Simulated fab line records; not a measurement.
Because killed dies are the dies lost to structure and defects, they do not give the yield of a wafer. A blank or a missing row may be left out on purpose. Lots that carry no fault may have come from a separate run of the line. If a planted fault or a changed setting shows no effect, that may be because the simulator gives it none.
Which tool was responsible?	flow sky130	6 lots, 18 wafers sampled, at 3 steps of a route of 708

## WHAT THE GAUGES READ, wafer by wafer
SKY_VT_ADJUST_HVTR_CD_MEAS_07: target cd 380 nm.
lot	measured	on	cd-nm (nm)
L131	day 9 14:38	cd-sem-02	380.8 378.9 380.9
L134	day 10 17:26	cd-sem-02	375.2 377.2 379.4
L138	day 11 22:47	cd-sem-02	376.2 377.1 377.8
L140	day 12 10:48	cd-sem-01	380.3 379.8 382.1
L149	day 15 11:43	cd-sem-01	383.7 384.1 381.5
L152	day 16 06:32	cd-sem-02	379.4 379.2 378.6

## WHICH TOOL RAN EACH LOT (tool, then ch and the chambers of the sampled wafers, then the start)
lot	SKY_VT_ADJUST_NCORE_STRIP_10	SKY_VT_ADJUST_HVTR_DEVELOP_06
L131	plasma-asher-01 ch 0, day 8 17:44	litho-track-02 ch 0, day 9 14:29
L134	plasma-asher-03 ch 0,1, day 9 19:14	litho-track-02 ch 0, day 10 17:17
L138	plasma-asher-03 ch 0,1, day 10 23:39	litho-track-02 ch 0, day 11 22:38
L140	plasma-asher-03 ch 0,1, day 11 10:34	litho-track-01 ch 0, day 12 10:39
L149	plasma-asher-02 ch 1, day 14 09:40	litho-track-01 ch 0, day 15 11:34
L152	plasma-asher-02 ch 0, day 15 03:39	litho-track-03 ch 0, day 16 06:23
- SKY_VT_ADJUST_NCORE_STRIP_10: strips in O2/N2.
- SKY_VT_ADJUST_HVTR_DEVELOP_06: develop time 60 s.

## THE ANSWER, worked out from the rows above alone
Rule: the lots themselves supply what counts as usual. Put in order of their means at a reading, lots are off if they are a third of the lots or fewer, leave a main group of 4 or more, and stand apart from it by a gap of 3 or more times the standard deviation of the main group's means; of several such gaps the widest counts. A main group whose means are all the same, to the digits that the tables above print for the reading, isn't used. A lot without any number at a reading at which 4 lots or more have one is off too. Any other lot the step has rows for is counted as sound.
No lot is off at any reading shown: from this, nothing can be told.

## WHAT THE SIMULATOR HAD PUT IN
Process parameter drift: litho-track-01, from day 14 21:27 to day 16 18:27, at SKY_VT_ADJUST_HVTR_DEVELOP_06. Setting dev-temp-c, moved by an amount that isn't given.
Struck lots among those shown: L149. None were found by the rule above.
